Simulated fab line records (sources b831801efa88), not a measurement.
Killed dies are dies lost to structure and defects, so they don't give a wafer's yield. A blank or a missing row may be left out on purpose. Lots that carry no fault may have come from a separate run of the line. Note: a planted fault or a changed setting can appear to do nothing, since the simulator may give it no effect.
Matching of chambers ; flow sfqLine ; 4 sister chambers for SFQ_TRILAYER_I4_CMP_CMP_100 on cmp-02
The step polishes SiO2. 8 wafers are shown with their chamber, then 9 later ones without.

## WAFERS WITH THEIR CHAMBER
wafer;chamber;motorCurrentA (A);slurryFilterDpKPa (kPa)
L561.3;3;10.7;13.41
L571.4;1;10.0;13.53
L575.2;2;10.5;13.44
L575.3;1;9.9;13.58
L575.5;0;11.0;13.46
L576.4;2;11.0;13.36
L576.3;0;11.1;13.53
L576.6;3;10.7;13.40

## WAFERS WITHOUT THEIR CHAMBER
wafer;motorCurrentA (A);slurryFilterDpKPa (kPa)
L579.3;9.7;13.74
L579.4;11.3;13.60
L579.2;11.1;13.27
L580.2;11.1;13.43
L580.4;9.8;13.65
L580.6;10.4;13.35
L583.2;11.5;13.55
L583.3;10.5;13.42
L583.5;10.8;13.37

## EACH ONE'S CHAMBER
wafer;from the rows above;in truth
L579.3;1;1
L579.4;0;0
L579.2;can't be placed: 2 or 3 or 0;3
L580.2;can't be placed: 0 or 2 or 3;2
L580.4;1;1
L580.6;can't be placed: 3 or 2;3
L583.2;0;0
L583.3;can't be placed: 3 or 2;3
L583.5;can't be placed: 2 or 3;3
Correct placement for 4 of the 9. Cannot be placed on the basis of these rows: 5; the candidates contain the true chamber in 5. 0 placed wrongly.
How it was worked out, from the rows above alone: a wafer's distance from a chamber is the root of the sum, over the readings, of the square of ((its reading less the chamber's mean) divided by the reading's scatter). If the next closest chamber is less than 2 further off than the closest, the wafer can't be placed; otherwise it belongs to the closest. A chamber's mean is the mean of its shown wafers. The scatter is the square root of a quotient: the sum, over the shown wafers, of each reading's squared deviation from its chamber's mean, divided by wafers minus chambers.
